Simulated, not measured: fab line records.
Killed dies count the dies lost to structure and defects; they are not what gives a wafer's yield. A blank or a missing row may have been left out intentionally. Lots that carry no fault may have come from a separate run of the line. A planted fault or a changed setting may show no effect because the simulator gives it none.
What tool caused it? || flow sky130 || 8 lots, 24 wafers sampled, at 2 steps of a route of 708

## WHAT EACH GAUGE READ, for each wafer
SKY_SPACER_THK_MEAS_01.
{"lot": "L210", "measured": "day 23 02:38", "on": "film_metro-02", "SPACER_CVD_00_THK (nm)": "43.2 42.5 43.0"}
{"lot": "L211", "measured": "day 23 16:56", "on": "film_metro-01", "SPACER_CVD_00_THK (nm)": "42.8 42.7 42.6"}
{"lot": "L212", "measured": "day 23 19:30", "on": "film_metro-01", "SPACER_CVD_00_THK (nm)": "42.7 42.8 42.8"}
{"lot": "L213", "measured": "day 23 15:43", "on": "film_metro-01", "SPACER_CVD_00_THK (nm)": "43.1 43.3 42.7"}
{"lot": "L214", "measured": "day 24 05:39", "on": "film_metro-01", "SPACER_CVD_00_THK (nm)": "43.8 43.6 43.8"}
{"lot": "L220", "measured": "day 26 19:22", "on": "film_metro-01", "SPACER_CVD_00_THK (nm)": "64.5 64.0 64.3"}
{"lot": "L221", "measured": "day 27 14:47", "on": "film_metro-03", "SPACER_CVD_00_THK (nm)": "63.9 64.3 64.4"}
{"lot": "L233", "measured": "day 31 01:46", "on": "film_metro-03", "SPACER_CVD_00_THK (nm)": "42.7 42.8 43.0"}

## WHICH TOOL RAN EACH LOT (tool, then ch and the chambers of the sampled wafers, then the start)
{"lot": "L210", "SKY_SPACER_CVD_00": "lpcvd-02 ch 0, day 23 00:49"}
{"lot": "L211", "SKY_SPACER_CVD_00": "lpcvd-02 ch 0, day 23 15:43"}
{"lot": "L212", "SKY_SPACER_CVD_00": "lpcvd-02 ch 0, day 23 18:17"}
{"lot": "L213", "SKY_SPACER_CVD_00": "lpcvd-02 ch 0, day 23 14:31"}
{"lot": "L214", "SKY_SPACER_CVD_00": "lpcvd-02 ch 0, day 24 04:26"}
{"lot": "L220", "SKY_SPACER_CVD_00": "lpcvd-02 ch 1, day 26 18:10"}
{"lot": "L221", "SKY_SPACER_CVD_00": "lpcvd-02 ch 0, day 27 12:58"}
{"lot": "L233", "SKY_SPACER_CVD_00": "lpcvd-02 ch 1, day 31 00:33"}
- SKY_SPACER_CVD_00: deposits Si3N4 from DCS/NH3, target thk 43.1 nm, time 740 s.

## THE ANSWER, worked out from the rows above alone
Rule: usual is defined by the lots themselves. Put in order of their means at a reading, lots are off if they are a third of the lots or fewer, leave a main group of 4 or more, and stand apart from it by a gap of 3 or more times the standard deviation of the main group's means; of several such gaps the widest counts. A main group is skipped when, at the precision printed for the reading in the tables above, its means are all equal. Also off: a lot with no number at a reading for which 4 or more lots have one. All remaining lots with rows at the step are treated as sound.
Off: L220, L221, at SKY_SPACER_THK_MEAS_01 (SPACER_CVD_00_THK). For the main group the mean is 43.0 nm and the standard deviation 0.35.
If a tool, at a process step before that reading, ran all the lots that are off and no sound lot after the first of them, it fits. The gauges at SKY_SPACER_THK_MEAS_01 are tried like those tools. Not one of the candidates tried fits.

## WHAT WAS PUT IN BY THE SIMULATOR
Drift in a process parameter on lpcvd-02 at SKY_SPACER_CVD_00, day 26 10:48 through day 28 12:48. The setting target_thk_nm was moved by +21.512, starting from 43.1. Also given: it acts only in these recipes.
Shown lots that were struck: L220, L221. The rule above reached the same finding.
